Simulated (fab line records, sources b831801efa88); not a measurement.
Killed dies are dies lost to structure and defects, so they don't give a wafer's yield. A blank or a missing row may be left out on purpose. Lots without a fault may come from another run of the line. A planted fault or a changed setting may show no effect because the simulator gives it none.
Problem report in the 8D (eight disciplines) form, filled by code | flow sky130 | the parts of the form that need people (team, actions taken, sign-off) are left out

1. THE PROBLEM
NWELL_01_OVL at SKY_NWELL_OVL_MEAS_23 reads a mean of 173.1 nm on 6 wafers of 2 lots; wafers without a fault read -1.2 nm with a standard deviation of 1.5. That is +99 or more standard deviations from the usual mean.
First seen on wafer L589.3, day 7 23:26, on overlay-01. The record holds 36 wafers of 12 lots with a number at this step. Rule for "out", or "out of limits": more than 4 standard deviations from the usual mean. The other wafers with a number count as sound.

2. WHAT IT IS AND WHAT IT IS NOT
question                    | is                     | is not
which readings at this step | NWELL_01_OVL           | -
which lots                  | L589, L591             | L579, L580, L581, L583, L585, L587, L588, L598, L601, L602
which wafers of those lots  | all that have a number | -
read on which gauges        | overlay-01             | overlay-02
when                        | from day 7 23:26       | up to then (21 sound wafers); but 9 sound wafers of L598, L601, L602 came after

3. SUSPECTS, AND WHAT RULES EACH OUT
Counting: a tool at a process step up to the reading stays a suspect if it ran every lot that is out and no sound lot after the first of them.
- the gauge at SKY_NWELL_OVL_MEAS_23: kept. All the wafers that are out were read on overlay-01, and no step on other tools shows them out.
- iline_stepper-02 at SKY_NWELL_EXPOSE_20 (exposes mask NWM COMPLEMENT, target cd 840 nm): kept. It ran every lot that is out, first L589 (day 7 13:07), and no sound lot after that; its last sound lot up to then is L587 (day 7 03:21).
Left after counting: iline_stepper-02 at SKY_NWELL_EXPOSE_20, overlay-01 at SKY_NWELL_OVL_MEAS_23.

4. THE CAUSE (what the simulator had put in)
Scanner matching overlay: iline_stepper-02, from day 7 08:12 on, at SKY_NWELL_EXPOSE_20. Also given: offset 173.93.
Counting left 2 suspects, and this tool is among them.

5. THE CHAIN OF EFFECTS, in route order
Each row: a reading whose mean over the struck wafers that have a number lies more than 3 standard deviations from the usual. Only readings for which the record gives a usual standard deviation are gone through. hours: the time from each lot's start at the first step in this table that gives one to its start at this step, as a median over the lots. sigmas: the change in usual standard deviations.
hours | step                  | reading      | usual   | on struck wafers | change | sigmas
0     | SKY_NWELL_OVL_MEAS_23 | NWELL_01_OVL | -1.2 nm | 173.1            | +174.3 | +99 or more

6. WHAT WOULD HAVE CAUGHT IT SOONER
In this record the first reading out of limits at a measuring or inspecting step was taken at day 7 23:26, 15 hours after the fault began at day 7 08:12.
Of the tool readings at SKY_NWELL_EXPOSE_20 for which the record gives a usual standard deviation, none was out on any struck wafer, so an alarm limit of 4 standard deviations on them would not have fired.
Of the lots that are out (2), L591 began SKY_NWELL_EXPOSE_20 on iline_stepper-02 after day 7 23:26. A hold on the tool at that time would have spared it.
